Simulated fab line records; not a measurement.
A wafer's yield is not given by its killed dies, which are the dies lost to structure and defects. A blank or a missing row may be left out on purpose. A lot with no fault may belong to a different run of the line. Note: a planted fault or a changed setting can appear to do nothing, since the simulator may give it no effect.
Struck lot and sound lot, side by side || flow sky130 || 15 out of 708 route steps
Sound: these wafers, L494.1, L494.2, L494.6. Struck: wafers L491.3, L491.5, L491.6. The cause is given at the end.
Order at every step that has rows: each side's tool, ch and its chambers, its first start. Under that, the readings that differ: sound wafers || struck wafers || difference of the means || sigmas: that difference in standard deviations of wafers without a fault.
alike: readings with means less than 2 such deviations apart, plus words and numbers identical on both sides. not compared: withheld readings, readings lacking a value on some wafer, bounds such as >300 that could conceal the same value, and numbers that have no deviation in the record and whose values overlap.
Wherever a step has rows on one side only, a row that says differs or no value, or a row with sigmas, the two part there. When numbers do not overlap yet have no deviation, they are printed without sigmas and do not part them. A reading that every wafer of one side lacks parts them only if that side has two wafers or more.

first, 5 steps without rows for these wafers: SKY_VT_ADJUST_LVTN_COAT_02 (resist thk 3000 nm); SKY_VT_ADJUST_LVTN_SOFTBAKE_03; SKY_VT_ADJUST_LVTN_EXPOSE_04 (exposes mask NWM COMPLEMENT LESS NATIVE, target cd 840 nm); SKY_VT_ADJUST_LVTN_PEB_05; SKY_VT_ADJUST_LVTN_DEVELOP_06 (develop time 60 s).
SKY_VT_ADJUST_LVTN_OVL_MEAS_07:
  sound on overlay-01, day 9 13:49; struck on overlay-02, day 8 22:46
  alike: VT_ADJUST_LVTN_OVL
following that, these wafers have no rows for 1 step: SKY_VT_ADJUST_LVTN_IMPLANT_08.
SKY_VT_ADJUST_LVTN_STRIP_09: strips in O2/N2.
  sound on plasma asher-04 ch 0,1, day 9 14:00; struck on plasma asher-03 ch 0,1, day 8 22:59
  alike: drypump motor current A, oes product au, strip time to endpoint s
  not compared: rf hours counter h
SKY_VT_ADJUST_LVTN_TW_MEAS_10:
  sound on film metro-04, day 9 14:06; struck on film metro-02, day 8 23:04
  alike: VT_ADJUST_LVTN_TW
then, 3 steps without rows for these wafers: SKY_VT_ADJUST_LVTN_DEHYDRATE_11 (time 60 s); SKY_VT_ADJUST_LVTN_HMDS_12 (prime time 61.03 s); SKY_VT_ADJUST_LVTN_COAT_13 (resist thk 1140 nm).
SKY_VT_ADJUST_LVTN_SOFTBAKE_14: time 60 s.
  sound on litho track-02 ch 0, day 10 00:37; struck on litho track-04 ch 0, day 9 09:49
{"reading": "run length s (s)", "sound": "89.32 89.07 89.54", "struck": "99.61 99.32 99.31", "difference": "+10.10", "sigmas": "+59"}
  alike: exhaust pa
then, 1 step without rows for these wafers: SKY_VT_ADJUST_LVTN_EXPOSE_15 (exposes mask HVN STD DERIVED, target cd 600 nm).
-- record jumps: 38 days separate the struck wafers' starts on either side; left off in module VT_ADJUST_LVTN, taken up again in module PAD_OPEN, whose first shown step is the route's number 708 --
SKY_PAD_OPEN_PROBE_99:
  sound on prober-02, day 48 09:32; struck on prober-02, day 47 20:17
  alike: killed_at_M0_to_M3, killed_at_M4_up, killed at contacts, killed at front end, killed at other, killed dies, killed open, killed short

## WHERE THEY PART
Only at SKY_VT_ADJUST_LVTN_SOFTBAKE_14, as far as this record shows. Later steps at which nothing parts them and some readings are alike: SKY_PAD_OPEN_PROBE_99.

WHY: what had been put in by the simulator
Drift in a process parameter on litho track-04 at SKY_VT_ADJUST_LVTN_SOFTBAKE_14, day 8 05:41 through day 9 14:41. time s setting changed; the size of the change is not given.
